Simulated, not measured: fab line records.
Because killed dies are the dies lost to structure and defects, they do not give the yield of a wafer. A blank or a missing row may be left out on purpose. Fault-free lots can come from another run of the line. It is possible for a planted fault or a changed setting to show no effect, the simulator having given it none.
A lot that was struck, set against a sound lot :: flow sfqLine :: 24 out of 325 route steps
Sound: wafers L263.2, L263.3, L263.4. The struck wafers were L270.2, L270.3, L270.6. Last of all comes the cause.
At each step with rows: each side's tool, then ch and its chambers, then its first start. Under that, the readings that differ: sound wafers :: struck wafers :: difference of the means :: sigmas: that difference in standard deviations of wafers without a fault.
alike: readings with means less than 2 such deviations apart, plus words and numbers identical on both sides. not compared: withheld readings, readings lacking a value on some wafer, bounds such as >300 that could conceal the same value, and numbers that have no deviation in the record and whose values overlap.
The two part at a step that has a row with sigmas, a row that says differs or no value, or rows on one side only. Numbers that don't overlap but have no deviation are shown without sigmas and don't part them. A reading missing from all wafers of one side parts the sides only when that side holds two or more wafers.

first, 6 steps without rows for these wafers: SFQ_TRILAYER_I3_VIA_LITHO_COAT_090 (resist thk 62 nm); SFQ_TRILAYER_I3_VIA_LITHO_COAT_085 (resist thk 650 nm); SFQ_TRILAYER_I3_VIA_LITHO_SOFTBAKE_089; SFQ_TRILAYER_I3_VIA_LITHO_EXPOSE_086 (exposes mask I3, target cd 500 nm); SFQ_TRILAYER_I3_VIA_LITHO_PEB_088 (peb time 60 s); SFQ_TRILAYER_I3_VIA_LITHO_DEVELOP_087 (time 60 s).
SFQ_I3_OVL_MEAS_923:
  struck on overlay-01, day 43 21:01; sound on overlay-02, day 41 14:21
  alike: I3_OVL
SFQ_TRILAYER_I3_VIA_BARC_OPEN_VIA_ETCH_121: etches BARC in O2, target depth 125 nm, time 41.7 s.
  sound on rieDiel-01 ch 0,1,2, day 41 14:23; struck on rieDiel-04 ch 1,2, day 43 21:02
  alike: drypumpMotorCurrentA, oesProductAu
  not compared: rfHoursCounterH
SFQ_TRILAYER_I3_VIA_ETCH_VIA_ETCH_088: etches SiO2 in CHF3, stops on Nb, target depth 260 nm.
  sound on rieDiel-01 ch 0,1,2, day 41 14:25; struck on rieDiel-04 ch 1,2, day 43 21:05
  alike: drypumpMotorCurrentA, oesProductAu
SFQ_TRILAYER_I3_VIA_STRIP_STRIP_089: strips in O2.
  sound on rieMetal-03 ch 0,1, day 41 14:32; struck on rieMetal-04 ch 0,1, day 43 21:12
  alike: drypumpMotorCurrentA, oesProductAu
  not compared: rfHoursCounterH
then, 2 steps without rows for these wafers: SFQ_TRILAYER_I3_VIA_STRIP_SOLV_CLEAN_090 (cleans in NMP, time 600 s); SFQ_TRILAYER_M4_DEP_PRE_CLEAN_092 (time 22.5 s).
SFQ_TRILAYER_M4_DEP_SPUTTER_091: material Nb, target thk 200 nm, time 133.3 s.
  struck on pvdSputter-04, day 43 22:00; sound on pvdSputter-03, day 41 15:20
  alike: cathodeDcPowerW, throttleValvePct
SFQ_M4_RS_MEAS_924: measurement is done with a four-point probe.
  struck on filmMetro-04, day 43 22:07; sound on filmMetro-03, day 41 15:26
reading: M4_NB_RS (ohm/sq)
sound: 0.892 0.895 0.883
struck: 1.244 1.265 1.255
difference: +0.365
sigmas: +37
then, 6 steps without rows for these wafers: SFQ_TRILAYER_M4_LITHO_COAT_098 (resist thk 62 nm); SFQ_TRILAYER_M4_LITHO_COAT_093 (resist thk 600 nm); SFQ_TRILAYER_M4_LITHO_SOFTBAKE_097; SFQ_TRILAYER_M4_LITHO_EXPOSE_094 (exposes mask M4, target cd 500 nm); SFQ_TRILAYER_M4_LITHO_PEB_096 (peb time 60 s); SFQ_TRILAYER_M4_LITHO_DEVELOP_095 (time 60 s).
-- the record jumps here: 6 days lie between the struck wafers' starts before and after --
SFQ_M4_OVL_MEAS_926:
  struck on overlay-02, day 49 19:40; sound on overlay-01, day 47 16:43
  alike: M4_OVL
SFQ_TRILAYER_M4_BARC_OPEN_METAL_ETCH_123: etches BARC in O2, target depth 125 nm, time 41.7 s.
  sound on rieMetal-04 ch 0,1, day 47 16:45; struck on rieMetal-02 ch 0,1, day 49 19:42
  alike: drypumpMotorCurrentA, oesProductAu
  not compared: rfHoursCounterH
SFQ_TRILAYER_M4_ETCH_METAL_ETCH_096: etches Nb in Cl2/Ar, stops on SiO2, target depth 240 nm, time 120 s.
  sound on rieMetal-04 ch 0,1, day 47 16:49; struck on rieMetal-02 ch 0,1, day 49 19:46
reading: oesProductAu (a.u.)
sound: 0.886 0.893 0.903
struck: 0.785 0.782 0.789
difference: -0.109
sigmas: -16
  alike: drypumpMotorCurrentA
  not compared: rfHoursCounterH
SFQ_TRILAYER_M4_STRIP_STRIP_097: strips in O2.
  sound on rieMetal-04 ch 0,1, day 47 16:56; struck on rieMetal-02 ch 0,1, day 49 19:53
reading: oesProductAu (a.u.)
sound: 1.024 1.021 0.999
struck: 0.986 0.982 0.993
difference: -0.028
sigmas: -3
  alike: drypumpMotorCurrentA
  not compared: rfHoursCounterH

WHERE THEY PART
Earliest at SFQ_M4_RS_MEAS_924; latest, in this record, at SFQ_TRILAYER_M4_STRIP_STRIP_097.

WHY: what had been put in by the simulator
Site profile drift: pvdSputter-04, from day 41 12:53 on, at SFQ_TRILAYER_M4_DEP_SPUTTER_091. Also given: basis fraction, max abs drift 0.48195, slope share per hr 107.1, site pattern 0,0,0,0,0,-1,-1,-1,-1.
